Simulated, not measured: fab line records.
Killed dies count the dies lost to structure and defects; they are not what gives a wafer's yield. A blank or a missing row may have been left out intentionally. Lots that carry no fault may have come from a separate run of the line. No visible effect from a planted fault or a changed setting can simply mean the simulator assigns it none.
Chamber matching || flow sky130 || SKY_VIA1_CMP_02 on cmp-02 has 4 sister chambers
The step polishes SiO2. 4 wafers are shown with their chamber, then 10 later ones without.

== WAFERS WITH THEIR CHAMBER ==
{"wafer": "L083.4", "chamber": 2, "motor-current-A (A)": 12.5}
{"wafer": "L086.2", "chamber": 3, "motor-current-A (A)": 14.2}
{"wafer": "L090.1", "chamber": 1, "motor-current-A (A)": 11.4}
{"wafer": "L090.4", "chamber": 0, "motor-current-A (A)": 12.9}

== WAFERS MISSING THEIR CHAMBER ==
{"wafer": "L090.6", "motor-current-A (A)": 13.7}
{"wafer": "L094.1", "motor-current-A (A)": 14.7}
{"wafer": "L094.2", "motor-current-A (A)": 12.4}
{"wafer": "L094.3", "motor-current-A (A)": 11.9}
{"wafer": "L095.2", "motor-current-A (A)": 12.2}
{"wafer": "L095.3", "motor-current-A (A)": 13.0}
{"wafer": "L095.4", "motor-current-A (A)": 14.2}
{"wafer": "L096.1", "motor-current-A (A)": 11.5}
{"wafer": "L096.5", "motor-current-A (A)": 13.4}
{"wafer": "L096.6", "motor-current-A (A)": 11.5}

== CHAMBER TAKEN BY EACH ==
{"wafer": "L090.6", "from the rows above": "can't be placed: 3 or 0", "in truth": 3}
{"wafer": "L094.1", "from the rows above": 3, "in truth": 3}
{"wafer": "L094.2", "from the rows above": "can't be placed: 2 or 0", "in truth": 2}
{"wafer": "L094.3", "from the rows above": "can't be placed: 1 or 2 or 0", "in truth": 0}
{"wafer": "L095.2", "from the rows above": "can't be placed: 2 or 0 or 1", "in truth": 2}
{"wafer": "L095.3", "from the rows above": "can't be placed: 0 or 2", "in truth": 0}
{"wafer": "L095.4", "from the rows above": 3, "in truth": 3}
{"wafer": "L096.1", "from the rows above": 1, "in truth": 1}
{"wafer": "L096.5", "from the rows above": "can't be placed: 0 or 3 or 2", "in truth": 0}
{"wafer": "L096.6", "from the rows above": 1, "in truth": 1}
Placed correctly: 4 of 10. From these rows, 6 cannot be placed; in 6 the true chamber is one of the candidates. Wrongly placed: 0.
How it was worked out, from the rows above alone: a wafer's distance from a chamber is the root of the sum, over the readings, of the square of ((its reading less the chamber's mean) divided by the reading's scatter). If the next closest chamber is less than 2 further off than the closest, the wafer can't be placed; otherwise it belongs to the closest. The mean given for a chamber averages the wafers shown for that chamber. The scatter (one wafer shown for each chamber): square how far every hidden wafer sits from the nearest shown wafer, average those squares and take the square root.
